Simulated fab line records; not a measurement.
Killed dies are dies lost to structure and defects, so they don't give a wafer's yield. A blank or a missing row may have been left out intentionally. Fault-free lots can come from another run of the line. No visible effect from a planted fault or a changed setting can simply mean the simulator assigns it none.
fab line records | flow sky130 | part 1 of 2: steps 1 to 31 of 44
record: lots: 5 wafers: 15 lastDay: 50
route steps=708 shown VT_ADJUST_PCH@153 SONOS_TUNNEL@154 SONOS_ONO@168 GATE_OXIDE@187
lots that met no fault: from a run of the same line without faults
startH: hours from the record's first day to the start of the lot's first wafer shown | waitH: hours from the lot's prior step to this one | " identical to the entry in the row above | L1.1+2: one row covering several wafers at once | - no value, or no start given | * or withheld: withheld | < > ~ a bound
route shown NAME@n: names a module that has steps shown in the file, with the first one's number in the route | usual: the fault-free wafers' mean and standard deviation | same: alike in all rows | chamber/n: place in a boat | sites: per-site readings | _std_site: how widely they spread, as a standard deviation | _edge_site: inner sites' mean taken away from outer sites' mean | radiusMm: for every site, how far away it sits from the centre of the wafer | mask NAME#n: copy n | behind: the tool/chamber that last shaped the wafer | hold: why the lot was held/for how many hours/how that ended | device: the n, p or np transistor that did not switch | end of line: tests of these same wafers at the route's end | where a step has no rows: the recipe by itself | killed: dies that structure and defects cost at the first sort, which is not the same as the wafer's yield | map: a wafer's dies, x killed, . not, _ none there
set.NAME: the run value of the setting; set.NAME@STEP: its run value at that earlier step | model.NAME: the simulator's own value behind a step, which no gauge read
a table for each step, a row for each wafer; lots at some steps of the route
services: the hour from which a tool's chamber was out of use, counted from the record's first day as startH (under 0 if before that day), plus the number of hours and why
== steps ==
step: SKY_VT_ADJUST_PCH_TW_MEAS_10
usual: VT_ADJUST_PCH_TW: 144.4/1.1
columns lot.wafer tool chamber startH waitH VT_ADJUST_PCH_TW
L081.1 filmMetro-03 - 269.18 0.1 143.8
L081.4 " - " " 142.6
L081.5 " - " " 143.8
L084.1 filmMetro-02 - 294.50 0.1 143.3
L084.4 " - " " 143.3
L084.6 " - " " 144.0
L086.3 filmMetro-04 - 304.57 0.1 144.6
L086.4 " - " " 144.2
L086.5 " - " " 144.5
L090.2 filmMetro-04 - 335.09 0.1 144.2
L090.5 " - " " 144.6
L090.6 " - " " 145.9
L096.2 filmMetro-02 - 381.36 0.1 144.4
L096.4 " - " " 144.4
L096.5 " - " " 144.2
step: SKY_SONOS_TUNNEL_DEHYDRATE_00
recipe: tempC: 200 timeS: 60
columns lot.wafer tool chamber startH waitH
L081.1+4+5 lithoTrack-02 0 280.42 11.2
L084.1+4+6 lithoTrack-01 0 305.65 11.1
L086.3+4+5 lithoTrack-01 0 316.10 11.5
L090.2+5+6 lithoTrack-01 0 347.92 12.8
L096.2+4+5 lithoTrack-01 0 394.52 13.2
step: SKY_SONOS_TUNNEL_HMDS_01
recipe: primeTimeS: 60 primeTempC: 120
columns lot.wafer tool chamber startH waitH
L081.1+4+5 lithoTrack-02 0 280.57 0.1
L084.1+4+6 lithoTrack-01 0 305.80 0.1
L086.3+4+5 lithoTrack-01 0 316.25 0.1
L090.2+5+6 lithoTrack-01 0 348.07 0.1
L096.2+4+5 lithoTrack-01 0 394.67 0.1
step: SKY_SONOS_TUNNEL_COAT_02
recipe: resist: NOVOLAK spinRpm: 3000 resistThkNm: 1140
columns lot.wafer tool chamber startH waitH
L081.1+4+5 lithoTrack-02 0 280.72 0.1
L084.1+4+6 lithoTrack-01 0 305.95 0.1
L086.3+4+5 lithoTrack-01 0 316.40 0.1
L090.2+5+6 lithoTrack-01 0 348.22 0.1
L096.2+4+5 lithoTrack-01 0 394.82 0.1
step: SKY_SONOS_TUNNEL_SOFTBAKE_03
recipe: tempC: 90 timeS: 60 resist: NOVOLAK
columns lot.wafer tool chamber startH waitH
L081.1+4+5 lithoTrack-02 0 280.87 0.1
L084.1+4+6 lithoTrack-01 0 306.10 0.1
L086.3+4+5 lithoTrack-01 0 316.55 0.1
L090.2+5+6 lithoTrack-01 0 348.37 0.1
L096.2+4+5 lithoTrack-01 0 394.97 0.1
step: SKY_SONOS_TUNNEL_EXPOSE_04
recipe: maskId: TUNM na: 0.6 sourceShape: conventional sigmaOuter: 0.6 polarization: unpolarized targetCdNm: 410 doseMj: 136
usual: exposureDoseMJCm2: 135.98/0.13
columns lot.wafer tool chamber startH waitH mask exposureDoseMJCm2
L081.1 ilineStepper-02 0 - - TUNM#0 135.80
L081.4 " 0 " " TUNM#0 135.76
L081.5 " 0 " " TUNM#0 135.81
L084.1 ilineStepper-01 0 - - TUNM#0 135.96
L084.4 " 0 " " TUNM#0 135.91
L084.6 " 0 " " TUNM#0 136.01
L086.3 ilineStepper-01 0 - - TUNM#0 136.11
L086.4 " 0 " " TUNM#0 136.12
L086.5 " 0 " " TUNM#0 135.97
L090.2 ilineStepper-02 0 - - TUNM#0 136.26
L090.5 " 0 " " TUNM#0 136.36
L090.6 " 0 " " TUNM#0 136.04
L096.2 ilineStepper-02 0 - - TUNM#0 135.92
L096.4 " 0 " " TUNM#0 135.79
L096.5 " 0 " " TUNM#0 135.75
step: SKY_SONOS_TUNNEL_PEB_05
recipe: tempC: withheld timeS: * resist: NOVOLAK
columns lot.wafer tool chamber startH waitH
L081.1+4+5 lithoTrack-01 0 - -
L084.1+4+6 lithoTrack-02 0 - -
L086.3+4+5 lithoTrack-04 0 - -
L090.2+5+6 lithoTrack-04 0 - -
L096.2+4+5 lithoTrack-04 0 - -
step: SKY_SONOS_TUNNEL_DEVELOP_06
recipe: resist: NOVOLAK developer: TMAH developTimeS: 60 devTempC: 23
columns lot.wafer tool chamber startH waitH
L081.1+4+5 lithoTrack-01 0 292.90 0.1
L084.1+4+6 lithoTrack-02 0 318.47 0.1
L086.3+4+5 lithoTrack-04 0 328.98 0.1
L090.2+5+6 lithoTrack-04 0 362.01 0.1
L096.2+4+5 lithoTrack-04 0 409.96 0.1
step: SKY_SONOS_TUNNEL_CD_MEAS_07
recipe: targetCdNm: 410
usual: cdNm: 409.9/2.7
columns lot.wafer tool chamber startH waitH cdNm
L081.1 cdSem-01 - 293.05 0.1 415.3
L081.4 " - " " 415.4
L081.5 " - " " 415.9
L084.1 cdSem-02 - 318.62 0.1 414.8
L084.4 " - " " 414.2
L084.6 " - " " 413.5
L086.3 cdSem-01 - 329.12 0.1 407.8
L086.4 " - " " 409.0
L086.5 " - " " 410.0
L090.2 cdSem-02 - 362.15 0.1 406.1
L090.5 " - " " 406.7
L090.6 " - " " 407.8
L096.2 cdSem-02 - 410.10 0.1 411.0
L096.4 " - " " 414.2
L096.5 " - " " 412.8
step: SKY_SONOS_TUNNEL_OVL_MEAS_08
usual: SONOS_TUNNEL_OVL: -0.5/1.5
columns lot.wafer tool chamber startH waitH SONOS_TUNNEL_OVL[nm]
L081.1 overlay-01 - 293.17 0.1 1.2
L081.4 " - " " 0.3
L081.5 " - " " 0.3
L084.1 overlay-01 - 318.74 0.1 0.7
L084.4 " - " " -0.3
L084.6 " - " " -0.1
L086.3 overlay-01 - 329.21 0.1 2.2
L086.4 " - " " 1.5
L086.5 " - " " 1.1
L090.2 overlay-01 - 362.26 0.1 -1.1
L090.5 " - " " -1.6
L090.6 " - " " -1.6
L096.2 overlay-02 - 410.21 0.1 -0.9
L096.4 " - " " -2.9
L096.5 " - " " -0.1
step: SKY_SONOS_TUNNEL_IMPLANT_09
recipe: species: B energyKev: 20 doseCm2: 1e+12 tiltDeg: withheld
usual: endStationPressureTorr: 5.02e-06/2.5e-07 faradayCurrentUA: 5.63/0.12
same: implantIonAmu: 11
columns lot.wafer tool chamber startH waitH endStationPressureTorr faradayCurrentUA
L081.1 implanter-02 0 293.20 0.0 4.88e-06 5.75
L081.4 " 0 " " 5.04e-06 5.65
L081.5 " 0 " " 4.96e-06 5.51
L084.1 implanter-04 0 318.78 0.0 4.53e-06 5.81
L084.4 " 0 " " 4.84e-06 5.59
L084.6 " 0 " " 5.4e-06 5.68
L086.3 implanter-04 0 329.29 0.1 5.07e-06 5.64
L086.4 " 0 " " 5.05e-06 5.37
L086.5 " 0 " " 5.23e-06 5.56
L090.2 implanter-02 0 362.31 0.0 5.15e-06 5.56
L090.5 " 0 " " 5.13e-06 5.67
L090.6 " 0 " " 5.19e-06 5.70
L096.2 implanter-03 0 410.26 0.0 4.55e-06 5.69
L096.4 " 0 " " 5.05e-06 5.47
L096.5 " 0 " " 5.06e-06 5.60
step: SKY_SONOS_TUNNEL_WET_ETCH_10
recipe: chemistry: dHF targetDepthNm: 14 target: SiO2 dilution: 100:1 tempC: 25 timeS: 280
columns lot.wafer tool chamber startH waitH
L081.1+4+5 wetBench-03 1 293.35 0.1
L084.1+4+6 wetBench-03 1 318.93 0.1
L086.3+4+5 wetBench-04 2 329.39 0.1
L090.2+5+6 wetBench-04 0 362.44 0.1
L096.2+4+5 wetBench-01 2 410.39 0.1
step: SKY_SONOS_TUNNEL_STRIP_11
recipe: chemistry: SPM timeS: 600 tempC: 130
columns lot.wafer tool chamber startH waitH
L081.1+4+5 wetBench-01 1 293.44 0.0
L084.1+4+6 wetBench-04 1 319.01 0.0
L086.3+4+5 wetBench-01 0 329.48 0.0
L090.2+5+6 wetBench-01 2 362.53 0.0
L096.2+4+5 wetBench-04 1 410.47 0.0
step: SKY_SONOS_TUNNEL_TW_MEAS_12
usual: SONOS_TUNNEL_TW: 199.3/1.5
columns lot.wafer tool chamber startH waitH SONOS_TUNNEL_TW
L081.1 filmMetro-04 - 293.63 0.0 199.5
L081.4 " - " " 199.3
L081.5 " - " " 200.0
L084.1 filmMetro-04 - 319.20 0.0 199.3
L084.4 " - " " 198.9
L084.6 " - " " 200.2
L086.3 filmMetro-03 - 329.68 0.0 196.7
L086.4 " - " " 197.8
L086.5 " - " " 196.9
L090.2 filmMetro-04 - 362.72 0.0 201.7
L090.5 " - " " 201.4
L090.6 " - " " 201.9
L096.2 filmMetro-04 - 410.66 0.0 200.7
L096.4 " - " " 201.1
L096.5 " - " " 201.0
step: SKY_SONOS_TUNNEL_CLEAN_13
recipe: chemistry: dHF timeS: 20 dilution: 100:1 dry: ipaMarangoni
columns lot.wafer tool chamber startH waitH
L081.1+4+5 wetBench-04 2 293.69 0.1
L084.1+4+6 wetBench-03 0 319.26 0.1
L086.3+4+5 wetBench-04 3 329.72 0.0
L090.2+5+6 wetBench-04 2 362.77 0.0
L096.2+4+5 wetBench-03 0 410.71 0.0
step: SKY_SONOS_ONO_OXIDATION_00
recipe: tempC: 800 ambient: O2 idleTempC: 700 rampUpCPerMin: 10 rampDownCPerMin: 3 stabiliseS: 600 purgeS: 300 targetThkA: 26 oxTimeS: 1249
usual: spikeTcUpperC: 799.7/1 zonePowerTopPct: 26.8/2
columns lot.wafer tool chamber startH waitH spikeTcUpperC zonePowerTopPct
L081.1 furnace-02 0 296.40 2.7 799.3 25.5
L081.4 " 0 " " 798.9 25.6
L081.5 " 0 " " 798.8 25.6
L084.1 furnace-02 0 320.12 0.8 800.7 25.4
L084.4 " 0 " " 799.1 25.9
L084.6 " 0 " " 799.2 25.6
L086.3 furnace-02 0 329.83 0.1 802.5 25.5
L086.4 " 0 " " 801.0 25.7
L086.5 " 0 " " 799.6 25.5
L090.2 furnace-01 0 362.97 0.2 799.4 29.5
L090.5 " 0 " " 800.2 29.9
L090.6 " 0 " " 801.0 30.3
L096.2 furnace-02 0 410.72 0.0 798.8 25.6
L096.4 " 0 " " 798.9 25.3
L096.5 " 0 " " 801.1 25.6
step: SKY_SONOS_ONO_THK_MEAS_01
recipe: reads: SiO2_of_SONOS_ONO_OXIDATION_00
usual: SONOS_ONO_OXIDATION_THK: 2.58/0.053
columns lot.wafer tool chamber startH waitH SONOS_ONO_OXIDATION_THK[nm]
L081.1 filmMetro-01 - 297.74 0.0 2.54
L081.4 " - " " 2.46
L081.5 " - " " 2.58
L084.1 filmMetro-03 - 321.47 0.0 2.59
L084.4 " - " " 2.62
L084.6 " - " " 2.62
L086.3 filmMetro-03 - 331.19 0.0 2.60
L086.4 " - " " 2.53
L086.5 " - " " 2.58
L090.2 filmMetro-02 - 364.32 0.0 2.68
L090.5 " - " " 2.67
L090.6 " - " " 2.59
L096.2 filmMetro-01 - 412.08 0.0 2.54
L096.4 " - " " 2.59
L096.5 " - " " 2.67
step: SKY_SONOS_ONO_CVD_02
recipe: material: Si3N4 precursor: DCS/NH3 targetThkNm: 10.5 tempC: 770 timeS: 180 pressureMtorr: 250
usual: spikeTcUpperC: 769.1/1.3
same: zonePowerTopPct: 22
columns lot.wafer tool chamber startH waitH spikeTcUpperC
L081.1 lpcvd-02 1 298.58 0.8 768.2
L081.4 " 1 " " 769.4
L081.5 " 1 " " 769.5
L084.1 lpcvd-02 1 321.53 0.1 768.8
L084.4 " 1 " " 768.9
L084.6 " 1 " " 770.4
L086.3 lpcvd-02 1 331.23 0.0 770.6
L086.4 " 1 " " 769.4
L086.5 " 1 " " 770.3
L090.2 lpcvd-02 1 366.13 1.8 770.6
L090.5 " 1 " " 767.6
L090.6 " 1 " " 768.6
L096.2 lpcvd-02 1 415.12 3.0 770.2
L096.4 " 1 " " 770.5
L096.5 " 1 " " 771.3
step: SKY_SONOS_ONO_THK_MEAS_03
recipe: reads: Si3N4_of_SONOS_ONO_CVD_02
usual: SONOS_ONO_CVD_02_THK: 10.48/0.15
columns lot.wafer tool chamber startH waitH SONOS_ONO_CVD_02_THK[nm]
L081.1 filmMetro-01 - 299.63 0.0 10.31
L081.4 " - " " 10.37
L081.5 " - " " 10.38
L084.1 filmMetro-01 - 322.58 0.0 10.25
L084.4 " - " " 10.49
L084.6 " - " " 10.25
L086.3 filmMetro-02 - 332.30 0.0 10.50
L086.4 " - " " 10.77
L086.5 " - " " 10.72
L090.2 filmMetro-02 - 367.19 0.0 10.66
L090.5 " - " " 10.54
L090.6 " - " " 10.56
L096.2 filmMetro-02 - 416.18 0.0 10.54
L096.4 " - " " 10.64
L096.5 " - " " 10.60
step: SKY_SONOS_ONO_CVD_04
recipe: material: SiO2 precursor: SiH4/N2O targetThkNm: 5.7199 tempC: 900 pressureMtorr: 400
usual: spikeTcUpperC: 900.5/0.95 zonePowerTopPct: 35.4/2.1
columns lot.wafer tool chamber startH waitH spikeTcUpperC zonePowerTopPct
L081.1 lpcvd-03 1 299.69 0.1 900.0 33.0
L081.4 " 1 " " 901.3 32.8
L081.5 " 1 " " 900.0 33.0
L084.1 lpcvd-03 0 322.64 0.1 899.1 37.7
L084.4 " 0 " " 900.7 37.0
L084.6 " 0 " " 899.9 37.3
L086.3 lpcvd-03 0 332.34 0.0 899.5 37.2
L086.4 " 0 " " 901.2 37.5
L086.5 " 0 " " 900.5 37.9
L090.2 lpcvd-03 0 367.24 0.0 899.4 37.1
L090.5 " 0 " " 900.4 37.0
L090.6 " 0 " " 900.3 37.3
L096.2 lpcvd-03 0 416.23 0.0 902.1 37.1
L096.4 " 0 " " 900.4 37.1
L096.5 " 0 " " 899.7 37.8
step: SKY_SONOS_ONO_THK_MEAS_05
recipe: reads: SiO2_of_SONOS_ONO_CVD_04
usual: SONOS_ONO_CVD_04_THK: 5.72/0.12
columns lot.wafer tool chamber startH waitH SONOS_ONO_CVD_04_THK[nm]
L081.1 filmMetro-01 - 300.94 0.0 5.88
L081.4 " - " " 5.88
L081.5 " - " " 5.75
L084.1 filmMetro-03 - 323.89 0.0 5.55
L084.4 " - " " 5.53
L084.6 " - " " 5.67
L086.3 filmMetro-02 - 333.61 0.0 5.90
L086.4 " - " " 5.91
L086.5 " - " " 5.94
L090.2 filmMetro-03 - 368.50 0.0 5.79
L090.5 " - " " 5.83
L090.6 " - " " 5.73
L096.2 filmMetro-02 - 417.49 0.0 5.67
L096.4 " - " " 5.71
L096.5 " - " " 5.71
step: SKY_SONOS_ONO_DEHYDRATE_06
recipe: tempC: 200 timeS: 60
columns lot.wafer tool chamber startH waitH
L081.1+4+5 lithoTrack-04 0 312.08 11.1
L084.1+4+6 lithoTrack-03 0 335.07 11.2
L086.3+4+5 lithoTrack-02 0 346.17 12.5
L090.2+5+6 lithoTrack-04 0 382.16 13.6
L096.2+4+5 lithoTrack-03 0 431.74 14.2
step: SKY_SONOS_ONO_HMDS_07
recipe: primeTimeS: 60 primeTempC: 120
columns lot.wafer tool chamber startH waitH
L081.1+4+5 lithoTrack-04 0 312.23 0.1
L084.1+4+6 lithoTrack-03 0 335.22 0.1
L086.3+4+5 lithoTrack-02 0 346.32 0.1
L090.2+5+6 lithoTrack-04 0 382.31 0.1
L096.2+4+5 lithoTrack-03 0 431.89 0.1
step: SKY_SONOS_ONO_COAT_08
recipe: resist: NOVOLAK spinRpm: 3000 resistThkNm: 1140
columns lot.wafer tool chamber startH waitH
L081.1+4+5 lithoTrack-04 0 312.38 0.1
L084.1+4+6 lithoTrack-03 0 335.37 0.1
L086.3+4+5 lithoTrack-02 0 346.47 0.1
L090.2+5+6 lithoTrack-04 0 382.46 0.1
L096.2+4+5 lithoTrack-03 0 432.04 0.1
step: SKY_SONOS_ONO_SOFTBAKE_09
recipe: tempC: 90 timeS: 60 resist: NOVOLAK
columns lot.wafer tool chamber startH waitH
L081.1+4+5 lithoTrack-04 0 312.53 0.1
L084.1+4+6 lithoTrack-03 0 335.52 0.1
L086.3+4+5 lithoTrack-02 0 346.62 0.1
L090.2+5+6 lithoTrack-04 0 382.61 0.1
L096.2+4+5 lithoTrack-03 0 432.19 0.1
step: SKY_SONOS_ONO_EXPOSE_10
recipe: maskId: ONOM targetCdNm: 410 na: 0.6 sourceShape: conventional sigmaOuter: 0.6 doseMj: 150
usual: exposureDoseMJCm2: 149.97/0.16
columns lot.wafer tool chamber startH waitH mask exposureDoseMJCm2
L081.1 ilineStepper-01 0 - - ONOM#0 149.76
L081.4 " 0 " " ONOM#0 149.87
L081.5 " 0 " " ONOM#0 149.94
L084.1 ilineStepper-02 0 - - ONOM#0 149.82
L084.4 " 0 " " ONOM#0 149.83
L084.6 " 0 " " ONOM#0 149.82
L086.3 ilineStepper-02 0 - - ONOM#0 149.78
L086.4 " 0 " " ONOM#0 149.93
L086.5 " 0 " " ONOM#0 150.03
L090.2 ilineStepper-01 0 - - ONOM#0 150.07
L090.5 " 0 " " ONOM#0 150.08
L090.6 " 0 " " ONOM#0 150.11
L096.2 ilineStepper-01 0 - - ONOM#0 149.68
L096.4 " 0 " " ONOM#0 149.86
L096.5 " 0 " " ONOM#0 149.95
step: SKY_SONOS_ONO_PEB_11
recipe: tempC: withheld timeS: * resist: NOVOLAK
columns lot.wafer tool chamber startH waitH
L081.1+4+5 lithoTrack-04 0 - -
L084.1+4+6 lithoTrack-03 0 - -
L086.3+4+5 lithoTrack-02 0 - -
L090.2+5+6 lithoTrack-04 0 - -
L096.2+4+5 lithoTrack-02 0 - -
step: SKY_SONOS_ONO_DEVELOP_12
recipe: developTimeS: 60 devTempC: 23
columns lot.wafer tool chamber startH waitH
L081.1+4+5 lithoTrack-04 0 325.53 0.1
L084.1+4+6 lithoTrack-03 0 349.52 0.1
L086.3+4+5 lithoTrack-02 0 360.02 0.1
L090.2+5+6 lithoTrack-04 0 396.01 0.1
L096.2+4+5 lithoTrack-02 0 447.89 0.1
step: SKY_SONOS_ONO_CD_MEAS_13
recipe: targetCdNm: 410
usual: cdNm: 410.3/2.1
columns lot.wafer tool chamber startH waitH cdNm
L081.1 cdSem-02 - 325.68 0.1 409.5
L081.4 " - " " 412.3
L081.5 " - " " 410.8
L084.1 cdSem-01 - 349.67 0.1 413.3
L084.4 " - " " 413.2
L084.6 " - " " 414.1
L086.3 cdSem-01 - 360.16 0.1 407.3
L086.4 " - " " 406.6
L086.5 " - " " 407.2
L090.2 cdSem-01 - 396.15 0.1 409.2
L090.5 " - " " 412.4
L090.6 " - " " 413.0
L096.2 cdSem-02 - 448.04 0.1 411.2
L096.4 " - " " 410.3
L096.5 " - " " 411.9
step: SKY_SONOS_ONO_OVL_MEAS_14
usual: SONOS_ONO_OVL: 0.1/1.5
columns lot.wafer tool chamber startH waitH SONOS_ONO_OVL[nm]
L081.1 overlay-02 - 325.80 0.1 1.8
L081.4 " - " " 0.2
L081.5 " - " " -0.5
L084.1 overlay-02 - 349.79 0.1 -2.8
L084.4 " - " " -2.8
L084.6 " - " " -1.8
L086.3 overlay-01 - 360.25 0.1 -1.0
L086.4 " - " " -1.6
L086.5 " - " " -2.0
L090.2 overlay-01 - 396.26 0.1 1.8
L090.5 " - " " 1.9
L090.6 " - " " 2.2
L096.2 overlay-02 - 448.15 0.1 0.2
L096.4 " - " " 1.2
L096.5 " - " " 0.3
step: SKY_SONOS_ONO_ETCH_15
recipe: targetDepthNm: 19.52 chemistry: CHF3/O2 sourceW: 600 biasW: 200 pressureMtorr: 40 chf3FlowSccm: 50 O2_flow_sccm: 5 timeS: 7.8
usual: drypumpMotorCurrentA: 5.8/0.39 oesProductAu: 1.004/0.0098 rfFwdPowerW: 589.0/2.9 throttleValvePct: 8.825/0.0092
columns lot.wafer tool chamber startH waitH drypumpMotorCurrentA oesProductAu rfFwdPowerW rfHoursCounterH throttleValvePct
L081.1 rieDiel-03 2 325.84 0.0 5.5 1.016 591.4 72 8.826
L081.4 " 3 " " 6.3 0.992 583.3 2 8.815
L081.5 " 1 " " 5.3 1.009 591.5 - 8.836
L084.1 rieDiel-02 3 349.82 0.0 6.0 1.004 588.5 1 8.820
L084.4 " 0 " " 5.2 1.006 592.5 5 8.819
L084.6 " 0 " " 5.2 1.005 589.1 - 8.830
L086.3 rieDiel-03 2 360.28 0.0 5.5 1.015 594.9 72 8.815
L086.4 " 1 " " 5.3 1.011 587.3 7 8.834
L086.5 " 2 " " 5.5 1.004 592.9 - 8.828
L090.2 rieDiel-03 2 396.29 0.0 5.5 1.001 593.8 73 8.824
L090.5 " 3 " " 6.3 1.000 586.4 - 8.822
L090.6 " 0 " " 5.8 1.004 587.1 - 8.824
L096.2 rieDiel-04 1 448.18 0.0 5.8 1.014 590.6 45 8.836
L096.4 " 2 " " 6.4 1.002 590.2 47 8.828
L096.5 " 2 " " 6.4 1.011 590.1 - 8.842
